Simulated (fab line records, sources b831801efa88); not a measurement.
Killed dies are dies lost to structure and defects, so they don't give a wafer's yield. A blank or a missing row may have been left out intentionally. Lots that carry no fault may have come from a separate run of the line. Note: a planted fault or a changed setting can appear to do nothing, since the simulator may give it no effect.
Struck lot and sound lot, side by side | flow sky130 | 15 out of 708 route steps
Sound: these wafers, L784.1, L784.2, L784.6. The struck wafers were L792.1, L792.3, L792.5. The cause is named last.
For every step that has rows: the tool of each side, followed by ch and its chambers, followed by its first start. Under that, the readings that differ: sound wafers | struck wafers | difference of the means | sigmas: that difference in standard deviations of wafers without a fault.
alike: readings with means less than 2 such deviations apart, plus words and numbers identical on both sides. not compared: withheld readings, readings lacking a value on some wafer, bounds such as >300 that could conceal the same value, and numbers that have no deviation in the record and whose values overlap.
Wherever a step has rows on one side only, a row that says differs or no value, or a row with sigmas, the two part there. Non-overlapping numbers with no deviation appear without sigmas and do not part them. Lack of a reading on every wafer of one side parts them only where that side has two or more wafers.

first, 2 steps without rows for these wafers: SKY_CAP2M_PEB_10; SKY_CAP2M_DEVELOP_11 (develop time 60 s).
SKY_CAP2M_OVL_MEAS_12:
  struck on overlay-02, day 43 20:49; sound on overlay-01, day 40 07:55
  alike: CAP2M_OVL
SKY_CAP2M_METAL_ETCH_13: etches TiN in Cl2/BCl3, stops on SiO2, target depth 220 nm, time 62.9 s.
  sound on rie-metal-04 ch 0,1, day 40 07:57; struck on rie-metal-04 ch 0,1, day 43 20:51
  alike: drypump-motor-current-A, oes-product-au, rf-fwd-power-W, throttle-valve-pct
  not compared: rf-hours-counter-h
SKY_CAP2M_STRIP_14: strips in O2/N2.
  sound on plasma-asher-02 ch 0,1, day 40 08:01; struck on plasma-asher-01 ch 0,1, day 43 20:55
  alike: drypump-motor-current-A, oes-product-au, strip-time-to-endpoint-s
  not compared: rf-hours-counter-h
then, 7 steps without rows for these wafers: SKY_CAP2M_STRIP_15 (strips in post etch residue remover, time 1200 s); SKY_CAP2M_CLEAN_16 (cleans in IPA, time 180 s); SKY_CAP2M_CLEAN_17 (cleans in O3/DIW); SKY_METAL4_DEHYDRATE_05 (time 60 s); SKY_METAL4_HMDS_06 (prime time 60 s); SKY_METAL4_COAT_07 (resist thk 60 nm); SKY_METAL4_COAT_08 (resist thk 1140 nm).
SKY_METAL4_SOFTBAKE_09: time 90 s.
  sound on litho-track-04 ch 0, day 40 18:00; struck on litho-track-04 ch 0, day 44 09:00
  reading                  | sound                | struck            | difference | sigmas
  heater-power-total-W (W) | 57.31 57.44 57.34    | 55.83 55.93 55.92 | -1.47      | -12
  plate-temp-C (C)         | 100.07 100.23 100.18 | 98.23 98.08 98.05 | -2.04      | -15
then, 1 step without rows for these wafers: SKY_METAL4_EXPOSE_10 (exposes mask MM4, target cd 300 nm).
-- the record jumps here: 4 days lie between the struck wafers' starts before and after (it left off in module METAL4 and takes up again in module PAD_OPEN, whose first step shown is number 708 of the route) --
SKY_PAD_OPEN_PROBE_99:
  struck on prober-02, day 48 09:44; sound on prober-02, day 45 08:07
  alike: defect-limited-yield, killed_at_M0_to_M3, killed_at_M4_up, killed-at-contacts, killed-at-front-end, killed-at-other, killed-dies, killed-open, killed-short, sort_bin_3_pad_short, sort_bin_5_function, sort_bin_6_memory, sort-n-pass, sort-yield-pct

== WHERE THEY PART ==
Only at SKY_METAL4_SOFTBAKE_09, within this record. Later steps at which nothing parts them and some readings are alike: SKY_PAD_OPEN_PROBE_99.

WHY: the cause the simulator had injected
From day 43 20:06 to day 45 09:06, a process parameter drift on litho-track-04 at SKY_METAL4_SOFTBAKE_09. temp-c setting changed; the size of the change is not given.
